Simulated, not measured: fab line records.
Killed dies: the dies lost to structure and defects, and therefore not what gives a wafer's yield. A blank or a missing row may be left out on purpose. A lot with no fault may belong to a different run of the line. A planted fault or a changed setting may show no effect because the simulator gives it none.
Which of the tools did it? | flow gf180mcu | 14 lots with 42 wafers sampled at 3 steps, on a route of 602 steps

== WHAT THE GAUGES SHOWED, per wafer ==
GF_V4_THK_MEAS_03. Usual: V4_CVD_02_THK typically reads 849 nm, with standard deviation 11.
lot  | measured     | on            | V4_CVD_02_THK (nm) | flag
L303 | day 23 20:41 | film metro-03 | 853 851 856        |
L305 | day 24 23:14 | film metro-02 | 830 840 843        |
L306 | day 25 11:44 | film metro-04 | 871 860 860        |
L307 | day 25 15:03 | film metro-03 | 851 837 864        |
L316 | day 28 13:46 | film metro-03 | 850 854 858        |
L318 | day 28 23:46 | film metro-03 | 838 854 860        |
L319 | day 29 04:44 | film metro-02 | 839 859 855        |
L320 | day 29 12:17 | film metro-02 | 844 851 850        |
L321 | day 29 16:33 | film metro-03 | 842 852 845        |
L322 | day 30 02:47 | film metro-02 | 836 836 857        |
L323 | day 30 07:38 | film metro-03 | 844 836 842        |
L324 | day 30 13:52 | film metro-03 | 847 842 851        |

== EACH LOT AND THE TOOL THAT RAN IT (in order: tool; ch and the chambers of the sampled wafers; start) ==
lot  | GF_M4_SPUTTER_02             | GF_V4_CVD_00
L303 | pvd sputter-03, day 22 21:11 | hdpcvd-01 ch 1,2, day 23 20:29
L305 | pvd sputter-03, day 23 23:55 | hdpcvd-01 ch 0,1,2, day 24 23:02
L306 | pvd sputter-04, day 24 13:31 | hdpcvd-01 ch 0,1,2, day 25 11:33
L307 | pvd sputter-03, day 24 16:17 | hdpcvd-02 ch 0,1, day 25 14:50
L308 | pvd sputter-04, day 24 23:02 | hdpcvd-01 ch 0,2, day 25 21:06
L309 | pvd sputter-03, day 25 10:02 | hdpcvd-02 ch 0,1,2, day 26 08:03
L316 | pvd sputter-03, day 27 16:35 | hdpcvd-01 ch 0,1, day 28 13:34
L318 | pvd sputter-03, day 28 02:48 | hdpcvd-02 ch 0,2, day 28 23:31
L319 | pvd sputter-04, day 28 08:37 | hdpcvd-01 ch 1,2, day 29 04:32
L320 | pvd sputter-04, day 28 15:58 | hdpcvd-02 ch 0,1,2, day 29 12:05
L321 | pvd sputter-04, day 28 20:31 | hdpcvd-02 ch 1,2, day 29 16:20
L322 | pvd sputter-04, day 29 07:02 | hdpcvd-01 ch 0,2, day 30 02:34
L323 | pvd sputter-04, day 29 12:04 | hdpcvd-01 ch 0,1,2, day 30 07:26
L324 | pvd sputter-03, day 29 18:10 | hdpcvd-02 ch 0,1,2, day 30 13:40
- GF_M4_SPUTTER_02: material AlCu, target thk 450 nm, time 23.9 s.
- GF_V4_CVD_00: deposits SiO2, target thk 600 nm, time 100 s.

== AS READ BY THE TOOLS THEMSELVES (means over the sampled wafers that have a number; for cases with no such wafer, the mark the record gives instead) ==
GF_M4_SPUTTER_02. Usual: cathode dc power W 10600 W, standard deviation 1.9; throttle valve pct 29.1 %, standard deviation 0.78.
lot  | tool           | cathode dc power W (W) | throttle valve pct (%) | flag
L303 | pvd sputter-03 | 10600                  | 29.1                   |
L305 | pvd sputter-03 | 10599                  | 28.8                   |
L306 | pvd sputter-04 | 10599                  | 29.3                   |
L307 | pvd sputter-03 | 10601                  | 29.6                   |
L308 | pvd sputter-04 | 10598                  | 29.5                   |
L309 | pvd sputter-03 | 10600                  | 29.7                   |
L316 | pvd sputter-03 | 10600                  | 29.1                   |
L318 | pvd sputter-03 | 10600                  | 28.9                   |
L319 | pvd sputter-04 | 10601                  | 28.8                   |
L320 | pvd sputter-04 | 10600                  | 29.4                   |
L321 | pvd sputter-04 | 10601                  | 29.1                   |
L322 | pvd sputter-04 | 10600                  | 28.9                   |
L323 | pvd sputter-04 | 10599                  | 28.6                   |
L324 | pvd sputter-03 | 10599                  | 29.1                   |

GF_V4_CVD_00. Usual: pressure mtorr 6.002 mTorr, standard deviation 0.011; run length s 128.1 s, standard deviation 0.78.
lot  | tool      | pressure mtorr (mTorr) | run length s (s) | flag
L303 | hdpcvd-01 | 5.988                  | 127.9            |
L305 | hdpcvd-01 | 6.004                  | 127.8            |
L306 | hdpcvd-01 | 6.002                  | 127.7            |
L307 | hdpcvd-02 | 5.999                  | 128.5            |
L308 | hdpcvd-01 | -                      | -                | OFF
L309 | hdpcvd-02 | -                      | -                | OFF
L316 | hdpcvd-01 | 6.009                  | 127.3            |
L318 | hdpcvd-02 | 5.996                  | 128.1            |
L319 | hdpcvd-01 | 6.002                  | 128.6            |
L320 | hdpcvd-02 | 6.001                  | 128.2            |
L321 | hdpcvd-02 | 6.006                  | 128.2            |
L322 | hdpcvd-01 | 6.006                  | 127.9            |
L323 | hdpcvd-01 | 6.003                  | 127.8            |
L324 | hdpcvd-02 | 6.002                  | 128.4            |

== THE ANSWER, worked out from the rows above alone ==
Rule: take the mean of a lot's wafers that have a number; if it is more than 3 standard deviations from the usual mean, the lot is off. A lot without any number at a reading at which 4 lots or more have one is off too. All remaining lots with rows at the step are treated as sound. The gauges are gone through in route order, then the tools' own readings, and for those a lot's mean is taken as printed above. At the first step where some lot is off, the reading lying furthest off is the one used; lots without a number count as furthest.
Off at GF_V4_CVD_00 (pressure mtorr): L308, L309. Without a number there: L308, L309.
A tool fits if, at that step or a process step before it, it ran every lot that is off, and no sound lot after the first of them. None of those tried fits.

== WHAT THE SIMULATOR PUT IN ==
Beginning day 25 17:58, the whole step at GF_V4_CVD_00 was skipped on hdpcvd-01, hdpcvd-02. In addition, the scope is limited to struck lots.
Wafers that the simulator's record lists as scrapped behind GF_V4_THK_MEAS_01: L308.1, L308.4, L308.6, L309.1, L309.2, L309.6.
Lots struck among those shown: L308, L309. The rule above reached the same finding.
